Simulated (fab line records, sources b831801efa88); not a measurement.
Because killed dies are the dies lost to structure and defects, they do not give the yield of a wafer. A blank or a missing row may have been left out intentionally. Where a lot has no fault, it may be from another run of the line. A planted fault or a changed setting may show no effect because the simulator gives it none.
Which tool was responsible? / flow sky130 / Sampling: 13 lots, 37 wafers, 3 of 708 route steps

## WHAT THE GAUGES READ, wafer by wafer
SKY_METAL4_OVL_MEAS_14. Usual: METAL4_OVL typically reads 1 nm, with standard deviation 5.7.
lot=L498; measured=day 42 10:45; on=overlay-02; METAL4_OVL (nm)=-4 2 0; flag=
lot=L500; measured=day 42 19:23; on=overlay-01; METAL4_OVL (nm)=-3 3 -4; flag=
lot=L499; measured=day 42 23:11; on=overlay-02; METAL4_OVL (nm)=1 2 2; flag=
lot=L501; measured=day 43 03:28; on=overlay-02; METAL4_OVL (nm)=-7 -8 -2; flag=
lot=L502; measured=day 43 09:25; on=overlay-01; METAL4_OVL (nm)=9 3 16; flag=
lot=L503; measured=day 43 12:56; on=overlay-01; METAL4_OVL (nm)=-2 2 -3; flag=
lot=L505; measured=day 44 06:09; on=overlay-02; METAL4_OVL (nm)=5 0 -2; flag=
lot=L506; measured=day 44 15:20; on=overlay-02; METAL4_OVL (nm)=6 0; flag=
lot=L509; measured=day 44 22:37; on=overlay-02; METAL4_OVL (nm)=-5 -2 1; flag=
lot=L518; measured=day 47 11:59; on=overlay-01; METAL4_OVL (nm)=-8 -6 -6; flag=
lot=L519; measured=day 47 15:48; on=overlay-02; METAL4_OVL (nm)=5 3 2; flag=
lot=L520; measured=day 47 21:14; on=overlay-02; METAL4_OVL (nm)=-9 -3 -10; flag=
lot=L521; measured=day 47 22:19; on=overlay-02; METAL4_OVL (nm)=7 13; flag=

## TOOL THAT RAN EACH LOT (tool first, then ch and the chambers of the sampled wafers, then the start)
lot=L498; SKY_METAL4_SPUTTER_02=pvd_sputter-03, day 40 10:32; SKY_CAP2M_SPUTTER_02=pvd_sputter-04, day 40 10:43
lot=L500; SKY_METAL4_SPUTTER_02=pvd_sputter-03, day 40 19:25; SKY_CAP2M_SPUTTER_02=pvd_sputter-04, day 40 19:37
lot=L499; SKY_METAL4_SPUTTER_02=pvd_sputter-04, day 40 22:58; SKY_CAP2M_SPUTTER_02=pvd_sputter-03, day 40 23:10
lot=L501; SKY_METAL4_SPUTTER_02=pvd_sputter-01, day 41 02:59; SKY_CAP2M_SPUTTER_02=pvd_sputter-02, day 41 03:11
lot=L502; SKY_METAL4_SPUTTER_02=pvd_sputter-04, day 41 09:55; SKY_CAP2M_SPUTTER_02=pvd_sputter-03, day 41 10:05
lot=L503; SKY_METAL4_SPUTTER_02=pvd_sputter-03, day 41 14:03; SKY_CAP2M_SPUTTER_02=pvd_sputter-02, day 41 14:14
lot=L505; SKY_METAL4_SPUTTER_02=pvd_sputter-03, day 42 07:30; SKY_CAP2M_SPUTTER_02=pvd_sputter-04, day 42 07:41
lot=L506; SKY_METAL4_SPUTTER_02=pvd_sputter-04, day 42 15:55; SKY_CAP2M_SPUTTER_02=pvd_sputter-02, day 42 16:07
lot=L509; SKY_METAL4_SPUTTER_02=pvd_sputter-03, day 43 01:04; SKY_CAP2M_SPUTTER_02=pvd_sputter-02, day 43 01:16
lot=L518; SKY_METAL4_SPUTTER_02=pvd_sputter-03, day 45 17:34; SKY_CAP2M_SPUTTER_02=pvd_sputter-02, day 45 17:45
lot=L519; SKY_METAL4_SPUTTER_02=pvd_sputter-04, day 45 22:32; SKY_CAP2M_SPUTTER_02=pvd_sputter-03, day 45 22:44
lot=L520; SKY_METAL4_SPUTTER_02=pvd_sputter-03, day 46 02:39; SKY_CAP2M_SPUTTER_02=pvd_sputter-04, day 46 02:50
lot=L521; SKY_METAL4_SPUTTER_02=pvd_sputter-01, day 46 03:23; SKY_CAP2M_SPUTTER_02=pvd_sputter-02, day 46 03:37
- SKY_METAL4_SPUTTER_02: material AlCu, target thk 735 nm, time 39.1 s.
- SKY_CAP2M_SPUTTER_02: material TiN, target thk 200 nm, time 166.7 s.

## WHAT THE TOOLS THEMSELVES READ (means of the sampled wafers that have a number; where no wafer has one, the mark that the record gives instead)
SKY_METAL4_SPUTTER_02. Usual: throttle_valve_pct at 29.9 %, with a standard deviation of 1.6.
lot=L498; tool=pvd_sputter-03; throttle_valve_pct (%)=28.8; flag=
lot=L500; tool=pvd_sputter-03; throttle_valve_pct (%)=28.1; flag=
lot=L499; tool=pvd_sputter-04; throttle_valve_pct (%)=30.0; flag=
lot=L501; tool=pvd_sputter-01; throttle_valve_pct (%)=29.6; flag=
lot=L502; tool=pvd_sputter-04; throttle_valve_pct (%)=31.1; flag=
lot=L503; tool=pvd_sputter-03; throttle_valve_pct (%)=29.9; flag=
lot=L505; tool=pvd_sputter-03; throttle_valve_pct (%)=30.4; flag=
lot=L506; tool=pvd_sputter-04; throttle_valve_pct (%)=30.3; flag=
lot=L509; tool=pvd_sputter-03; throttle_valve_pct (%)=31.1; flag=
lot=L518; tool=pvd_sputter-03; throttle_valve_pct (%)=28.7; flag=
lot=L519; tool=pvd_sputter-04; throttle_valve_pct (%)=30.1; flag=
lot=L520; tool=pvd_sputter-03; throttle_valve_pct (%)=29.8; flag=
lot=L521; tool=pvd_sputter-01; throttle_valve_pct (%)=30.1; flag=

SKY_CAP2M_SPUTTER_02. Usual: throttle_valve_pct at 29.8 %, with a standard deviation of 1.1.
lot=L498; tool=pvd_sputter-04; throttle_valve_pct (%)=31.6; flag=
lot=L500; tool=pvd_sputter-04; throttle_valve_pct (%)=30.4; flag=
lot=L499; tool=pvd_sputter-03; throttle_valve_pct (%)=30.2; flag=
lot=L501; tool=pvd_sputter-02; throttle_valve_pct (%)=29.4; flag=
lot=L502; tool=pvd_sputter-03; throttle_valve_pct (%)=29.3; flag=
lot=L503; tool=pvd_sputter-02; throttle_valve_pct (%)=29.3; flag=
lot=L505; tool=pvd_sputter-04; throttle_valve_pct (%)=30.3; flag=
lot=L506; tool=pvd_sputter-02; throttle_valve_pct (%)=29.3; flag=
lot=L509; tool=pvd_sputter-02; throttle_valve_pct (%)=29.3; flag=
lot=L518; tool=pvd_sputter-02; throttle_valve_pct (%)=29.5; flag=
lot=L519; tool=pvd_sputter-03; throttle_valve_pct (%)=29.0; flag=
lot=L520; tool=pvd_sputter-04; throttle_valve_pct (%)=31.3; flag=
lot=L521; tool=pvd_sputter-02; throttle_valve_pct (%)=29.4; flag=

## THE ANSWER, worked out from the rows above alone
Rule: a lot counts as off when the mean over its wafers that have a number is more than 3 standard deviations away from the usual mean. A lot without any number at a reading at which 4 lots or more have one is off too. All remaining lots with rows at the step are treated as sound. After the gauges, taken in route order, come the tools' own readings; for these a lot's mean is taken, as printed above. At the first step where some lot is off, the reading lying furthest off is the one used; lots without a number count as furthest.
No lot is off at any reading shown: from this, nothing can be told.

## WHAT WAS PUT IN BY THE SIMULATOR
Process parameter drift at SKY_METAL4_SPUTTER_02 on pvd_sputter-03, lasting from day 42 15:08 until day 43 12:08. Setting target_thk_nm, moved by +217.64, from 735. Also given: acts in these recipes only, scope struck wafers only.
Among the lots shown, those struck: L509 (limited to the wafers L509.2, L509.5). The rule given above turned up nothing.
